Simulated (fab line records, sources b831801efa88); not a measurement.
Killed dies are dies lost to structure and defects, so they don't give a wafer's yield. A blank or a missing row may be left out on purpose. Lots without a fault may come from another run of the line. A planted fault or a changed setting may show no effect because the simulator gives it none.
fab line records | flow gf180mcu
record lots=5 wafers=15 last_day=34
route steps=602 shown MIM@516 M5@526 V5@540
lots that met no fault: from a run of the same line without faults
start_h: hours from the record's first day to the start of the lot's first wafer shown | wait_h: hours since the lot's step before | " the same as in the row above | L1.1+2: a row that stands for several wafers | - no value, or no start given | * or withheld: withheld | < > ~ a bound
route shown NAME@n: a module of which the file shows steps, and the number in the route of the first | usual: mean/standard deviation of fault-free wafers | same: alike in all rows | chamber/n: place in a boat | sites: the reading at each site | _std_site: their standard deviation | _edge_site: outer sites' mean less inner sites' | radius_mm: how far each site lies from the wafer's centre | mask NAME#n: copy n | behind: the tool/chamber that last shaped the wafer | hold: why the lot was held/for how many hours/how that ended | device: the transistor (n, p or np) that didn't switch | end of line: the same wafers' tests at the end of the route | a step without rows: its recipe alone | killed: dies lost to structure and defects at the first sort, not the wafer's yield | map: a wafer's dies, x killed, . not, _ none there
set.NAME: the setting as run; set.NAME@STEP: as run at that earlier step | model.NAME: the simulator's own value behind a step, which no gauge read
lots at some steps of the route; a table a step, a row a wafer
services: from which hour (start_h, from the record's first day; less than 0 if before it) a tool's chamber was out of use, for how many hours, and why
## steps
# step GF_MIM_HMDS_13
# recipe prime_time_s=60 prime_temp_c=120
# usual resist_line_temp_C=23.02/0.12
# columns lot.wafer tool chamber start_h wait_h resist_line_temp_C
L078.1 litho_track-02 0 618.18 0.1 22.96
L078.3 " 0 " " 23.02
L078.4 " 0 " " 23.01
L080.1 litho_track-02 0 625.08 0.1 22.95
L080.3 " 0 " " 23.00
L080.6 " 0 " " 23.03
L085.3 litho_track-03 0 661.91 0.1 23.12
L085.4 " 0 " " 23.12
L085.5 " 0 " " 22.98
L095.1 litho_track-01 0 727.09 0.1 22.93
L095.5 " 0 " " 23.13
L095.6 " 0 " " 23.05
L096.1 litho_track-01 0 731.74 0.1 23.14
L096.2 " 0 " " 23.16
L096.6 " 0 " " 23.12
# step GF_MIM_COAT_14
# recipe resist=NOVOLAK spin_rpm=3000 resist_thk_nm=1000
# usual resist_line_temp_C=22.99/0.12
# columns lot.wafer tool chamber start_h wait_h resist_line_temp_C
L078.1 litho_track-02 0 618.33 0.1 23.13
L078.3 " 0 " " 23.15
L078.4 " 0 " " 22.92
L080.1 litho_track-02 0 625.23 0.1 22.76
L080.3 " 0 " " 22.92
L080.6 " 0 " " 22.72
L085.3 litho_track-03 0 662.06 0.1 23.07
L085.4 " 0 " " 23.00
L085.5 " 0 " " 22.84
L095.1 litho_track-01 0 727.24 0.1 23.01
L095.5 " 0 " " 23.07
L095.6 " 0 " " 23.06
L096.1 litho_track-01 0 731.89 0.1 22.94
L096.2 " 0 " " 23.00
L096.6 " 0 " " 23.06
# step GF_MIM_SOFTBAKE_15
# recipe temp_c=90 time_s=60 resist=NOVOLAK
# usual resist_line_temp_C=22.99/0.11
# columns lot.wafer tool chamber start_h wait_h resist_line_temp_C
L078.1 litho_track-02 0 618.48 0.1 22.99
L078.3 " 0 " " 23.09
L078.4 " 0 " " 23.08
L080.1 litho_track-02 0 625.38 0.1 22.94
L080.3 " 0 " " 22.95
L080.6 " 0 " " 23.08
L085.3 litho_track-03 0 662.21 0.1 22.97
L085.4 " 0 " " 22.87
L085.5 " 0 " " 22.77
L095.1 litho_track-01 0 727.39 0.1 23.00
L095.5 " 0 " " 23.07
L095.6 " 0 " " 23.05
L096.1 litho_track-01 0 732.04 0.1 22.99
L096.2 " 0 " " 23.15
L096.6 " 0 " " 23.02
# step GF_MIM_EXPOSE_16
# recipe mask_id=FuseTop target_cd_nm=2000 na=0.6 source_shape=conventional sigma_outer=0.6 dose_mj=140
# same na=0.6
# columns lot.wafer tool chamber start_h wait_h mask
L078.1+3+4 iline_stepper-01 0 - - FuseTop#0
L080.1+3+6 iline_stepper-01 0 - - FuseTop#0
L085.3+4+5 iline_stepper-01 0 - - FuseTop#0
L095.1+5+6 iline_stepper-02 0 - - FuseTop#0
L096.1+2+6 iline_stepper-01 0 - - FuseTop#0
# step GF_MIM_PEB_17
# recipe temp_c=withheld time_s=* resist=NOVOLAK
# usual resist_line_temp_C=*
# columns lot.wafer tool chamber start_h wait_h resist_line_temp_C
L078.1 litho_track-02 0 - - *
L078.3 " 0 " " *
L078.4 " 0 " " *
L080.1 litho_track-02 0 - - *
L080.3 " 0 " " *
L080.6 " 0 " " *
L085.3 litho_track-02 0 - - *
L085.4 " 0 " " *
L085.5 " 0 " " *
L095.1 litho_track-01 0 - - *
L095.5 " 0 " " *
L095.6 " 0 " " *
L096.1 litho_track-02 0 - - *
L096.2 " 0 " " *
L096.6 " 0 " " *
# step GF_MIM_DEVELOP_18
# recipe develop_time_s=60 dev_temp_c=23
# usual resist_line_temp_C=23.02/0.11
# columns lot.wafer tool chamber start_h wait_h resist_line_temp_C
L078.1 litho_track-02 0 628.73 0.1 23.20
L078.3 " 0 " " 23.18
L078.4 " 0 " " 23.10
L080.1 litho_track-02 0 635.33 0.1 23.10
L080.3 " 0 " " 23.05
L080.6 " 0 " " 22.90
L085.3 litho_track-02 0 671.73 0.1 23.01
L085.4 " 0 " " 23.17
L085.5 " 0 " " 22.99
L095.1 litho_track-01 0 736.34 0.1 23.09
L095.5 " 0 " " 23.06
L095.6 " 0 " " 22.99
L096.1 litho_track-02 0 740.42 0.1 23.03
L096.2 " 0 " " 22.94
L096.6 " 0 " " 22.86
# step GF_MIM_METAL_ETCH_19
# recipe chemistry=Cl2/BCl3 mask_material=NOVOLAK stop_on=Si3N4 target_depth_nm=324.5 pressure_mtorr=8 icp_w=800 bias_w=140 Cl2_flow_sccm=80 bcl3_flow_sccm=40 time_s=54.1
# usual drypump_motor_current_A=5.5/0.46 oes_product_au=0.943/0.0074 throttle_valve_pct=28.283/0.011
# columns lot.wafer tool chamber start_h wait_h drypump_motor_current_A oes_product_au rf_hours_counter_h throttle_valve_pct
L078.1 rie_metal-02 0 628.88 0.1 5.4 0.938 3 28.266
L078.3 " 0 " " 5.5 0.949 - 28.278
L078.4 " 1 " " 6.2 0.939 - 28.281
L080.1 rie_metal-03 1 635.48 0.1 5.4 0.940 2 28.288
L080.3 " 1 " " 5.4 0.935 - 28.305
L080.6 " 1 " " 5.4 0.939 - 28.297
L085.3 rie_metal-02 1 671.85 0.1 6.2 0.935 - 28.285
L085.4 " 0 " " 5.4 0.954 - 28.270
L085.5 " 0 " " 5.4 0.941 - 28.284
L095.1 rie_metal-03 0 736.49 0.1 5.7 0.938 9 28.274
L095.5 " 0 " " 5.7 0.944 - 28.283
L095.6 " 1 " " 5.4 0.955 - 28.271
L096.1 rie_metal-02 1 740.57 0.1 6.2 0.947 12 28.280
L096.2 " 0 " " 5.4 0.948 7 28.280
L096.6 " 0 " " 5.4 0.953 - 28.280
# step GF_MIM_STRIP_20
# recipe chemistry=O2/N2 power_w=1400 pressure_mtorr=1500 platen_temp_c=250 o2_flow_sccm=3000 n2_flow_sccm=300 overash_fraction=0.5
# usual drypump_motor_current_A=5.6/0.33 heater_power_w=308/34 n2_flow_sccm=300.2/1 oes_product_au=0.692/0.0052 strip_time_to_endpoint_s=11.23/0.054
# columns lot.wafer tool chamber start_h wait_h drypump_motor_current_A heater_power_w n2_flow_sccm oes_product_au rf_hours_counter_h strip_time_to_endpoint_s
L078.1 plasma_asher-04 0 628.95 0.0 5.5 290 299.5 0.694 56 11.26
L078.3 " 1 " " 5.3 301 299.7 0.697 - 11.28
L078.4 " 0 " " 5.5 277 300.1 0.685 - 11.19
L080.1 plasma_asher-04 0 635.55 0.0 5.5 273 299.8 0.689 56 11.26
L080.3 " 0 " " 5.5 282 299.1 0.690 - 11.21
L080.6 " 0 " " 5.5 285 299.8 0.700 - 11.21
L085.3 plasma_asher-01 0 671.93 0.1 5.7 386 298.9 0.688 - 11.20
L085.4 " 1 " " 6.2 295 299.8 0.691 - 11.29
L085.5 " 1 " " 6.2 293 300.9 0.694 - 11.31
L095.1 plasma_asher-03 1 736.58 0.1 5.8 294 302.5 0.683 32 11.25
L095.5 " 0 " " 5.2 293 300.5 0.688 - 11.24
L095.6 " 1 " " 5.8 294 300.7 0.699 - 11.20
L096.1 plasma_asher-01 0 742.95 2.4 5.8 378 299.4 0.692 0 11.19
L096.2 " 1 " " 6.2 300 302.0 0.692 0 11.23
L096.6 " 1 " " 6.2 303 298.8 0.691 - 11.23
# step GF_MIM_STRIP_21
# recipe chemistry=post_etch_residue_remover time_s=1200 temp_c=72.5
# columns lot.wafer tool chamber start_h wait_h
L078.1+3+4 wet_bench-01 0 629.05 0.1
L080.1+3+6 wet_bench-01 0 635.65 0.1
L085.3+4+5 wet_bench-04 3 672.00 0.0
L095.1+5+6 wet_bench-04 2 736.68 0.1
L096.1+2+6 wet_bench-01 0 743.05 0.1
# step GF_MIM_CLEAN_22
# recipe chemistry=DIW dry=n2_spin
# columns lot.wafer tool chamber start_h wait_h
L078.1+3+4 wet_bench-04 0 629.39 0.0
L080.1+3+6 wet_bench-02 2 635.99 0.0
L085.3+4+5 wet_bench-02 0 672.34 0.0
L095.1+5+6 wet_bench-01 3 737.02 0.0
L096.1+2+6 wet_bench-04 3 743.39 0.0
# step GF_M5_DEHYDRATE_00
# recipe temp_c=200 time_s=60
# usual resist_line_temp_C=23.00/0.11
# columns lot.wafer tool chamber start_h wait_h resist_line_temp_C
L078.1 litho_track-04 0 638.36 8.9 23.03
L078.3 " 0 " " 22.95
L078.4 " 0 " " 23.00
L080.1 litho_track-03 0 644.66 8.6 22.99
L080.3 " 0 " " 23.06
L080.6 " 0 " " 22.93
L085.3 litho_track-03 0 681.36 8.8 23.22
L085.4 " 0 " " 22.96
L085.5 " 0 " " 23.09
L095.1 litho_track-01 0 744.69 7.6 22.88
L095.5 " 0 " " 22.89
L095.6 " 0 " " 22.96
L096.1 litho_track-04 0 751.20 7.7 23.12
L096.2 " 0 " " 23.00
L096.6 " 0 " " 23.05
# step GF_M5_HMDS_01
# recipe prime_time_s=60 prime_temp_c=120
# usual resist_line_temp_C=22.97/0.1
# columns lot.wafer tool chamber start_h wait_h resist_line_temp_C
L078.1 litho_track-04 0 638.51 0.1 22.91
L078.3 " 0 " " 22.83
L078.4 " 0 " " 22.85
L080.1 litho_track-03 0 644.81 0.1 22.91
L080.3 " 0 " " 22.82
L080.6 " 0 " " 22.93
L085.3 litho_track-03 0 681.51 0.1 23.02
L085.4 " 0 " " 22.99
L085.5 " 0 " " 23.04
L095.1 litho_track-01 0 744.84 0.1 22.99
L095.5 " 0 " " 23.06
L095.6 " 0 " " 23.04
L096.1 litho_track-04 0 751.35 0.1 22.92
L096.2 " 0 " " 22.69
L096.6 " 0 " " 22.76
# step GF_M5_COAT_02
# recipe resist=KrF spin_rpm=withheld resist_thk_nm=1000
# usual resist_line_temp_C=23.00/0.11
# columns lot.wafer tool chamber start_h wait_h resist_line_temp_C
L078.1 litho_track-04 0 638.66 0.1 22.88
L078.3 " 0 " " 22.90
L078.4 " 0 " " 22.90
L080.1 litho_track-03 0 644.96 0.1 23.21
L080.3 " 0 " " 22.88
L080.6 " 0 " " 23.00
L085.3 litho_track-03 0 681.66 0.1 23.08
L085.4 " 0 " " 22.88
L085.5 " 0 " " 22.92
L095.1 litho_track-01 0 744.99 0.1 22.80
L095.5 " 0 " " 22.96
L095.6 " 0 " " 22.89
L096.1 litho_track-04 0 751.50 0.1 23.02
L096.2 " 0 " " 22.93
L096.6 " 0 " " 22.92
# step GF_M5_SOFTBAKE_03
# recipe temp_c=130 time_s=60 resist=KrF
# usual resist_line_temp_C=22.98/0.093
# columns lot.wafer tool chamber start_h wait_h resist_line_temp_C
L078.1 litho_track-04 0 638.81 0.1 23.06
L078.3 " 0 " " 22.96
L078.4 " 0 " " 23.17
L080.1 litho_track-03 0 645.11 0.1 22.95
L080.3 " 0 " " 23.11
L080.6 " 0 " " 22.89
L085.3 litho_track-03 0 681.81 0.1 23.00
L085.4 " 0 " " 22.91
L085.5 " 0 " " 22.96
L095.1 litho_track-01 0 745.14 0.1 23.00
L095.5 " 0 " " 22.99
L095.6 " 0 " " 23.08
L096.1 litho_track-04 0 751.65 0.1 22.96
L096.2 " 0 " " 23.08
L096.6 " 0 " " 22.84
# step GF_M5_EXPOSE_04
# recipe mask_id=Metal5 target_cd_nm=280 na=0.68 source_shape=conventional sigma_outer=0.6 dose_mj=28.54
# same na=0.68
# columns lot.wafer tool chamber start_h wait_h mask
L078.1+3+4 krf_scanner-01 0 - - Metal5#0
L080.1+3+6 krf_scanner-01 0 - - Metal5#0
L085.3+4+5 krf_scanner-02 0 - - Metal5#0
L095.1+5+6 krf_scanner-01 0 - - Metal5#0
L096.1+2+6 krf_scanner-02 0 - - Metal5#0
# step GF_M5_PEB_05
# recipe peb_temp_c=135 peb_time_s=90 resist=KrF
# usual resist_line_temp_C=23.01/0.12
# columns lot.wafer tool chamber start_h wait_h resist_line_temp_C
L078.1 litho_track-03 0 - - 23.00
L078.3 " 0 " " 23.08
L078.4 " 0 " " 23.09
L080.1 litho_track-04 0 - - 22.66
L080.3 " 0 " " 22.95
L080.6 " 0 " " 22.86
L085.3 litho_track-03 0 - - 23.11
L085.4 " 0 " " 23.01
L085.5 " 0 " " 23.18
L095.1 litho_track-04 0 - - 23.15
L095.5 " 0 " " 23.08
L095.6 " 0 " " 23.15
L096.1 litho_track-01 0 - - 22.98
L096.2 " 0 " " 23.04
L096.6 " 0 " " 23.04
# step GF_M5_DEVELOP_06
# recipe develop_time_s=60 dev_temp_c=21
# usual resist_line_temp_C=23.03/0.12
# columns lot.wafer tool chamber start_h wait_h resist_line_temp_C
L078.1 litho_track-03 0 648.91 0.2 23.09
L078.3 " 0 " " 22.90
L078.4 " 0 " " 22.98
L080.1 litho_track-04 0 655.26 0.2 23.03
L080.3 " 0 " " 23.08
L080.6 " 0 " " 23.18
L085.3 litho_track-03 0 691.11 0.1 23.02
L085.4 " 0 " " 23.19
L085.5 " 0 " " 23.22
L095.1 litho_track-04 0 752.95 0.2 22.99
L095.5 " 0 " " 23.08
L095.6 " 0 " " 23.01
L096.1 litho_track-01 0 759.89 0.2 22.97
L096.2 " 0 " " 23.06
L096.6 " 0 " " 23.03
# step GF_M5_CD_MEAS_07
# recipe target_cd_nm=280
# usual cd_nm=279.9/1.2
# columns lot.wafer tool chamber start_h wait_h cd_nm
L078.1 cd_sem-01 - 649.06 0.1 280.6
L078.3 " - " " 280.2
L078.4 " - " " 281.7
L080.1 cd_sem-01 - 655.41 0.1 283.5
L080.3 " - " " 283.0
L080.6 " - " " 282.4
L085.3 cd_sem-01 - 691.25 0.1 278.8
L085.4 " - " " 278.6
L085.5 " - " " 278.9
L095.1 cd_sem-02 - 753.19 0.2 280.8
L095.5 " - " " 279.8
L095.6 " - " " 281.2
L096.1 cd_sem-01 - 760.04 0.1 278.2
L096.2 " - " " 278.7
L096.6 " - " " 280.0
# step GF_M5_OVL_MEAS_08
# usual M5_OVL=1/5.3
# columns lot.wafer tool chamber start_h wait_h M5_OVL[nm]
L078.1 overlay-01 - 649.18 0.1 6
L078.3 " - " " 3
L078.4 " - " " 8
L080.1 overlay-02 - 655.53 0.1 -8
L080.3 " - " " 4
L080.6 " - " " 2
L085.3 overlay-01 - 691.34 0.1 -1
L085.4 " - " " -1
L085.5 " - " " -11
L095.1 overlay-01 - 753.31 0.1 4
L095.5 " - " " 1
L095.6 " - " " 13
L096.1 overlay-02 - 760.16 0.1 4
L096.2 " - " " 0
L096.6 " - " " -1
# step GF_M5_ETCH_09
# recipe chemistry=CF4/O2 target=Si3N4 target_depth_nm=52 source_w=800 bias_w=150 pressure_mtorr=150 cf4_flow_sccm=80 O2_flow_sccm=10 time_s=11.6
# usual drypump_motor_current_A=6.1/0.37 oes_product_au=1.003/0.012 throttle_valve_pct=5.971/0.0096
# columns lot.wafer tool chamber start_h wait_h drypump_motor_current_A oes_product_au rf_hours_counter_h throttle_valve_pct
L078.1 rie_diel-01 2 649.21 0.0 6.4 0.994 12 5.973
L078.3 " 3 " " 5.6 1.015 50 5.969
L078.4 " 1 " " 6.1 0.990 17 5.962
L080.1 rie_diel-01 0 655.56 0.0 5.9 1.029 12 6.002
L080.3 " 3 " " 5.6 0.999 51 5.971
L080.6 " 3 " " 5.6 1.009 - 5.986
L085.3 rie_diel-02 0 691.36 0.0 6.4 0.990 35 5.970
L085.4 " 3 " " 5.3 1.010 10 5.982
L085.5 " 1 " " 5.9 1.020 - 5.973
L095.1 rie_diel-01 1 753.35 0.0 6.1 0.995 22 5.971
L095.5 " 1 " " 6.1 1.008 - 5.975
L095.6 " 0 " " 5.9 1.009 - 5.982
L096.1 rie_diel-02 3 760.19 0.0 5.3 1.000 13 5.972
L096.2 " 2 " " 6.4 1.018 13 5.966
L096.6 " 0 " " 6.4 0.997 - 5.972
# step GF_M5_METAL_ETCH_10
# recipe chemistry=Cl2/BCl3 mask_material=KrF target_depth_nm=627.5 stop_on=SiO2 pressure_mtorr=8 icp_w=800 bias_w=140 Cl2_flow_sccm=80 bcl3_flow_sccm=40 time_s=104.6
# usual drypump_motor_current_A=5.4/0.61 oes_product_au=0.971/0.0068 throttle_valve_pct=28.252/0.011
# columns lot.wafer tool chamber start_h wait_h drypump_motor_current_A oes_product_au rf_hours_counter_h throttle_valve_pct
L078.1 rie_metal-01 0 649.24 0.0 6.6 0.976 2.3 28.257
L078.3 " 0 " " 6.6 0.980 - 28.261
L078.4 " 1 " " 5.3 0.969 - 28.251
L080.1 rie_metal-01 1 655.58 0.0 5.2 0.958 5.1 28.262
L080.3 " 0 " " 6.6 0.977 - 28.218
L080.6 " 0 " " 6.6 0.968 - 28.262
L085.3 rie_metal-04 1 691.42 0.0 4.9 0.978 - 28.239
L085.4 " 0 " " 4.8 0.982 - 28.250
L085.5 " 1 " " 4.9 0.969 - 28.242
L095.1 rie_metal-04 0 753.37 0.0 4.9 0.980 10.4 28.253
L095.5 " 1 " " 4.9 0.977 - 28.249
L095.6 " 0 " " 4.8 0.977 - 28.264
L096.1 rie_metal-01 0 760.21 0.0 6.6 0.975 6.6 28.236
L096.2 " 1 " " 5.2 0.971 9.1 28.261
L096.6 " 0 " " 6.6 0.965 - 28.243
# step GF_M5_STRIP_11
# recipe chemistry=O2/N2 power_w=1400 pressure_mtorr=1500 platen_temp_c=250 o2_flow_sccm=3000 n2_flow_sccm=300 overash_fraction=0.5
# usual drypump_motor_current_A=5.37/0.29 heater_power_w=307/23 n2_flow_sccm=300.1/0.85 oes_product_au=0.544/0.0051 strip_time_to_endpoint_s=7.55/0.036
# columns lot.wafer tool chamber start_h wait_h drypump_motor_current_A heater_power_w n2_flow_sccm oes_product_au rf_hours_counter_h strip_time_to_endpoint_s
L078.1 plasma_asher-04 1 649.35 0.1 5.29 305 300.2 0.543 58 7.53
L078.3 " 1 " " 5.31 313 301.9 0.542 - 7.53
L078.4 " 0 " " 5.46 284 299.3 0.550 - 7.57
L080.1 plasma_asher-03 1 655.70 0.1 5.82 294 299.5 0.544 23 7.60
L080.3 " 0 " " 5.21 291 300.1 0.542 - 7.57
L080.6 " 1 " " 5.83 290 299.5 0.540 - 7.63
L085.3 plasma_asher-04 0 691.53 0.1 5.49 286 299.8 0.540 - 7.54
L085.4 " 1 " " 5.29 306 298.9 0.539 - 7.50
L085.5 " 1 " " 5.28 308 298.8 0.541 - 7.54
L095.1 plasma_asher-04 0 753.49 0.1 5.52 278 300.3 0.545 66 7.55
L095.5 " 1 " " 5.30 312 300.3 0.538 - 7.52
L095.6 " 0 " " 5.50 277 300.5 0.544 - 7.53
L096.1 plasma_asher-04 1 760.33 0.1 5.28 312 299.9 0.535 67 7.52
L096.2 " 0 " " 5.47 280 299.3 0.547 67 7.55
L096.6 " 1 " " 5.27 310 299.9 0.540 - 7.48
# step GF_M5_STRIP_12
# recipe chemistry=post_etch_residue_remover time_s=1200 temp_c=72.5
# columns lot.wafer tool chamber start_h wait_h
L078.1+3+4 wet_bench-02 2 649.45 0.1
L080.1+3+6 wet_bench-01 0 655.80 0.1
L085.3+4+5 wet_bench-01 3 691.60 0.0
L095.1+5+6 wet_bench-01 0 753.59 0.1
L096.1+2+6 wet_bench-03 3 760.43 0.1
# step GF_M5_CLEAN_13
# recipe chemistry=DIW dry=n2_spin
# columns lot.wafer tool chamber start_h wait_h
L078.1+3+4 wet_bench-03 0 649.79 0.0
L080.1+3+6 wet_bench-03 0 656.14 0.0
L085.3+4+5 wet_bench-02 1 691.97 0.0
L095.1+5+6 wet_bench-03 2 753.93 0.0
L096.1+2+6 wet_bench-01 2 760.80 0.0
# step GF_V5_CVD_00
# recipe material=SiO2 target_thk_nm=300 sigma_open_frac=0.3 temp_c=400 time_s=50 sih4_flow_sccm=60 pressure_mtorr=6
# columns lot.wafer tool chamber start_h wait_h
L078.1+3+4 hdpcvd-02 1,2,2 649.88 0.0
L080.1+3+6 hdpcvd-01 1,0,0 656.23 0.0
L085.3+4+5 hdpcvd-02 1,0,1 692.06 0.0
L095.1+5+6 hdpcvd-01 0,2,0 754.03 0.0
L096.1+2+6 hdpcvd-02 1,0,1 760.89 0.0
# step GF_V5_THK_MEAS_01
# recipe reads=SiO2_of_V5_CVD_00
# usual V5_CVD_00_THK=300/4.1
# columns lot.wafer tool chamber start_h wait_h V5_CVD_00_THK[nm]
L078.1 film_metro-03 - 649.92 0.0 298
L078.3 " - " " 305
L078.4 " - " " 305
L080.1 film_metro-03 - 656.27 0.0 300
L080.3 " - " " 303
L080.6 " - " " 301
L085.3 film_metro-04 - 692.13 0.0 292
L085.4 " - " " 294
L085.5 " - " " 292
L095.1 film_metro-03 - 754.07 0.0 306
L095.5 " - " " 301
L095.6 " - " " 306
L096.1 film_metro-04 - 760.94 0.0 293
L096.2 " - " " 290
L096.6 " - " " 293
# step GF_V5_CVD_02
# recipe material=SiO2 target_thk_nm=1450 precursor=TEOS temp_c=400 time_s=163.28 rf_w=600
# usual heater_power_w=589/81
# columns lot.wafer tool chamber start_h wait_h heater_power_w
L078.1 pecvd-01 2 649.98 0.1 594
L078.3 " 1 " " 623
L078.4 " 0 " " 543
L080.1 pecvd-02 1 656.33 0.1 629
L080.3 " 2 " " 650
L080.6 " 0 " " 461
L085.3 pecvd-01 1 692.17 0.0 599
L085.4 " 1 " " 653
L085.5 " 2 " " 582
L095.1 pecvd-04 2 754.13 0.1 557
L095.5 " 1 " " 557
L095.6 " 0 " " 432
L096.1 pecvd-04 1 761.00 0.1 611
L096.2 " 2 " " 594
L096.6 " 1 " " 691
# step GF_V5_THK_MEAS_03
# recipe reads=SiO2_of_V5_CVD_02
# usual V5_CVD_02_THK=1440/20
# columns lot.wafer tool chamber start_h wait_h V5_CVD_02_THK[nm]
L078.1 film_metro-03 - 650.09 0.1 1397
L078.3 " - " " 1440
L078.4 " - " " 1435
L080.1 film_metro-01 - 656.44 0.1 1406
L080.3 " - " " 1383
L080.6 " - " " 1463
L085.3 film_metro-03 - 692.29 0.1 1433
L085.4 " - " " 1459
L085.5 " - " " 1441
L095.1 film_metro-04 - 754.24 0.1 1404
L095.5 " - " " 1459
L095.6 " - " " 1477
L096.1 film_metro-01 - 761.10 0.1 1428
L096.2 " - " " 1419
L096.6 " - " " 1448
# step GF_V5_CMP_04
# recipe material=SiO2 down_force_psi=4 platen_rpm=60 pad_velocity_m_s=0.94248
# usual motor_current_A=12.5/1.3 retaining_ring_pressure_frac=1.000/0.005 slurry_filter_dp_kPa=13.51/0.13
# columns lot.wafer tool chamber start_h wait_h motor_current_A retaining_ring_pressure_frac slurry_filter_dp_kPa
L078.3 cmp-01 2 650.20 0.1 13.4 0.993 13.62
L078.1 " 3 " " 13.6 1.004 13.51
L078.4 " 0 " " 11.2 1.000 13.51
L080.1 cmp-01 2 656.55 0.1 13.2 0.998 13.69
L080.3 " 3 " " 13.5 0.998 13.32
L080.6 " 2 " " 13.7 0.998 13.56
L085.4 cmp-01 1 692.33 0.0 12.1 1.002 13.58
L085.3 " 2 " " 13.5 1.000 13.71
L085.5 " 2 " " 13.8 1.005 13.40
L095.1 cmp-01 1 754.87 0.6 11.5 1.000 13.58
L095.5 " 2 " " 13.8 1.008 13.60
L095.6 " 3 " " 13.4 1.001 13.19
L096.1 cmp-01 2 761.21 0.1 14.3 0.999 13.31
L096.2 " 0 " " 11.0 1.004 13.61
L096.6 " 2 " " 12.7 0.999 13.41
# step GF_V5_BOW_MEAS_05
# recipe mode=bow
# usual V5_BOW=136/9.1
# columns lot.wafer tool chamber start_h wait_h V5_BOW[um]
L078.1 film_metro-01 - 650.45 0.1 140
L078.3 " - " " 136
L078.4 " - " " 134
L080.1 film_metro-01 - 656.80 0.2 136
L080.3 " - " " 121
L080.6 " - " " 126
L085.3 film_metro-01 - 692.67 0.2 160
L085.4 " - " " 146
L085.5 " - " " 138
L095.1 film_metro-04 - 755.02 0.1 153
L095.5 " - " " 140
L095.6 " - " " 148
L096.1 film_metro-03 - 761.46 0.2 124
L096.2 " - " " 113
L096.6 " - " " 116
# step GF_V5_DEHYDRATE_06
# recipe temp_c=200 time_s=60
# usual resist_line_temp_C=23.02/0.099
# columns lot.wafer tool chamber start_h wait_h resist_line_temp_C
L078.1 litho_track-04 0 659.51 9.0 23.15
L078.3 " 0 " " 23.14
L078.4 " 0 " " 23.14
L080.1 litho_track-02 0 665.58 8.8 23.02
L080.3 " 0 " " 22.91
L080.6 " 0 " " 23.14
L085.3 litho_track-01 0 701.64 8.9 23.12
L085.4 " 0 " " 23.01
L085.5 " 0 " " 23.05
L095.1 litho_track-01 0 761.94 6.9 22.94
L095.5 " 0 " " 23.15
L095.6 " 0 " " 23.03
L096.1 litho_track-01 0 768.69 7.2 23.05
L096.2 " 0 " " 23.09
L096.6 " 0 " " 23.16
# step GF_V5_HMDS_07
# recipe prime_time_s=60 prime_temp_c=120
# usual resist_line_temp_C=22.98/0.093
# columns lot.wafer tool chamber start_h wait_h resist_line_temp_C
L078.1 litho_track-04 0 659.66 0.1 22.94
L078.3 " 0 " " 22.93
L078.4 " 0 " " 22.89
L080.1 litho_track-02 0 665.73 0.1 22.93
L080.3 " 0 " " 22.92
L080.6 " 0 " " 22.99
L085.3 litho_track-01 0 701.79 0.1 23.00
L085.4 " 0 " " 22.98
L085.5 " 0 " " 23.09
L095.1 litho_track-01 0 762.09 0.1 23.07
L095.5 " 0 " " 23.16
L095.6 " 0 " " 23.05
L096.1 litho_track-01 0 768.84 0.1 22.99
L096.2 " 0 " " 22.97
L096.6 " 0 " " 22.85
# step GF_V5_COAT_08
# recipe resist=BARC temp_c=withheld time_s=withheld spin_rpm=withheld resist_thk_nm=withheld
# usual resist_line_temp_C=*
# columns lot.wafer tool chamber start_h wait_h resist_line_temp_C
L078.1 litho_track-04 0 659.81 0.1 *
L078.3 " 0 " " *
L078.4 " 0 " " *
L080.1 litho_track-02 0 665.88 0.1 *
L080.3 " 0 " " *
L080.6 " 0 " " *
L085.3 litho_track-01 0 701.94 0.1 *
L085.4 " 0 " " *
L085.5 " 0 " " *
L095.1 litho_track-01 0 762.24 0.1 *
L095.5 " 0 " " *
L095.6 " 0 " " *
L096.1 litho_track-01 0 768.99 0.1 *
L096.2 " 0 " " *
L096.6 " 0 " " *
# step GF_V5_COAT_09
# recipe resist=KrF spin_rpm=withheld resist_thk_nm=1000
# usual resist_line_temp_C=22.99/0.095
# columns lot.wafer tool chamber start_h wait_h resist_line_temp_C
L078.1 litho_track-04 0 - - 23.02
L078.3 " 0 " " 22.94
L078.4 " 0 " " 22.90
L080.1 litho_track-02 0 - - 23.03
L080.3 " 0 " " 23.03
L080.6 " 0 " " 22.95
L085.3 litho_track-01 0 - - 23.08
L085.4 " 0 " " 23.02
L085.5 " 0 " " 23.03
L095.1 litho_track-01 0 - - 22.97
L095.5 " 0 " " 23.05
L095.6 " 0 " " 22.85
L096.1 litho_track-01 0 - - 22.93
L096.2 " 0 " " 22.93
L096.6 " 0 " " 23.02
# step GF_V5_SOFTBAKE_10
# recipe temp_c=130 time_s=60 resist=KrF
# usual resist_line_temp_C=22.99/0.11
# columns lot.wafer tool chamber start_h wait_h resist_line_temp_C
L078.1 litho_track-04 0 - - 23.07
L078.3 " 0 " " 22.92
L078.4 " 0 " " 23.03
L080.1 litho_track-02 0 - - 22.98
L080.3 " 0 " " 23.05
L080.6 " 0 " " 23.20
L085.3 litho_track-01 0 - - 22.81
L085.4 " 0 " " 22.93
L085.5 " 0 " " 23.13
L095.1 litho_track-01 0 - - 23.05
L095.5 " 0 " " 23.25
L095.6 " 0 " " 22.82
L096.1 litho_track-01 0 - - 23.08
L096.2 " 0 " " 23.09
L096.6 " 0 " " 23.17
# step GF_V5_EXPOSE_11
# recipe mask_id=Via5 target_cd_nm=260 na=0.68 source_shape=conventional sigma_outer=0.6 dose_mj=38
# same na=0.68
# columns lot.wafer tool chamber start_h wait_h mask
L078.1+3+4 krf_scanner-01 0 - - Via5#0
L080.1+3+6 krf_scanner-02 0 - - Via5#0
L085.3+4+5 krf_scanner-02 0 - - Via5#0
L095.1+5+6 krf_scanner-01 0 - - Via5#0
L096.1+2+6 krf_scanner-01 0 - - Via5#0
## services
# columns tool chamber start_h hours kind
hdpcvd-02 2 606.09 21.7 repair
krf_scanner-01 - 606.92 0.8 pm
iline_stepper-01 - 614.29 1.7 pm
wet_bench-03 - 616.13 2.0 repair
krf_scanner-01 - 628.00 0.4 repair
krf_scanner-02 - 637.57 0.8 pm
wet_bench-01 - 640.20 3.1 repair
iline_stepper-01 - 651.03 0.8 repair
krf_scanner-01 - 669.06 1.3 pm
krf_scanner-02 - 677.74 1.3 pm
wet_bench-04 - 681.55 1.7 repair
wet_bench-01 - 681.66 1.9 pm
plasma_asher-04 - 684.71 2.4 repair
krf_scanner-02 - 694.67 1.0 pm
krf_scanner-01 - 714.36 3.6 pm
krf_scanner-01 - 717.95 1.0 pm
wet_bench-04 - 723.94 7.7 repair
wet_bench-02 - 725.51 43.0 repair
plasma_asher-04 - 727.10 1.7 repair
plasma_asher-04 - 731.64 14.6 pm
krf_scanner-01 - 741.15 0.7 repair
cmp-01 - 741.88 7.5 pm
cmp-01 - 749.33 4.0 pm
iline_stepper-01 - 755.25 10.3 repair
## key
fault none
